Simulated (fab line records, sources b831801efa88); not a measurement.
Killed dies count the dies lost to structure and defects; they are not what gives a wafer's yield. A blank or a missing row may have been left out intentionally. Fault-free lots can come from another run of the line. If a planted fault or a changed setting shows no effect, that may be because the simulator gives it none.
One fault seen from 2 desks + flow gf180mcu + numbers are kept per desk, each desk with only its own; the story behind them comes last

AT THE METROLOGY DESK
What the gauges read, lot by lot, whatever tool the lot ran on: means of the sampled wafers that have a number. A lot is out of limits, marked OUT, if its mean lies more than 4 standard deviations from the usual mean; the brackets give that distance.
Columns: A = STI_OXIDATION_01_THK at GF_STI_THK_MEAS_22, usual 14.89 nm; B = STI_CVD_23_THK at GF_STI_THK_MEAS_24, usual 653 nm; C = STI_OXIDATION_02_THK at GF_STI_THK_MEAS_30, usual 10.01 nm; D = DNWELL_TW at GF_DNWELL_TW_MEAS_09, usual 1353; E = NWELL_OVL at GF_NWELL_OVL_MEAS_07, usual 1.3 nm; F = NWELL_TW at GF_NWELL_TW_MEAS_11, usual 1575
| lot  | first seen here | A     | B   | C     | D    | E   | F    |
|------|-----------------|-------|-----|-------|------|-----|------|
| L607 | day 4 07:42     | 14.88 | 649 | 9.92  | 1342 | 0.2 | 1557 |
| L608 | day 4 13:33     | 14.69 | 654 | 9.91  | 1341 | 2.3 | 1588 |
| L612 | day 5 14:13     | 15.13 | 656 | 10.29 | 1365 | 0.3 | 1553 |
| L613 | day 5 18:19     | 14.94 | 656 | 10.46 | 1346 | 2.2 | 1561 |
| L619 | day 6 23:38     | 14.32 | 649 | 9.95  | 1352 | 2.6 | 1562 |
| L620 | day 7 02:13     | 14.90 | 647 | 10.02 | 1360 | 0.8 | 1589 |
This desk's finding: nothing out of limits on any of the 6 lots.

AT THE TOOL OWNER'S DESK: wet-bench-01
The tool's own readings at GF_STI_WET_ETCH_28 (etches SiO2 in dHF, target depth 20 nm, time 40 s): means of the sampled wafers that have a number, for each lot that ran on this tool. A lot is out of limits, marked OUT, if its mean lies more than 4 standard deviations from the usual mean; the brackets give that distance.
Columns: A = bath-heat-duty-pct at GF_STI_WET_ETCH_28, usual 6.1 %; B = run-length-s at GF_STI_WET_ETCH_28, usual 67.0 s
| lot  | first seen here | A   | B    |
|------|-----------------|-----|------|
| L608 | day 4 14:53     | 6.3 | 67.1 |
This desk's finding: nothing out of limits on the one lot.

TAKEN TOGETHER
The metrology desk saw nothing out of limits.
The desk of the tool owner found nothing out of limits.

WHAT THE SIMULATOR PUT IN
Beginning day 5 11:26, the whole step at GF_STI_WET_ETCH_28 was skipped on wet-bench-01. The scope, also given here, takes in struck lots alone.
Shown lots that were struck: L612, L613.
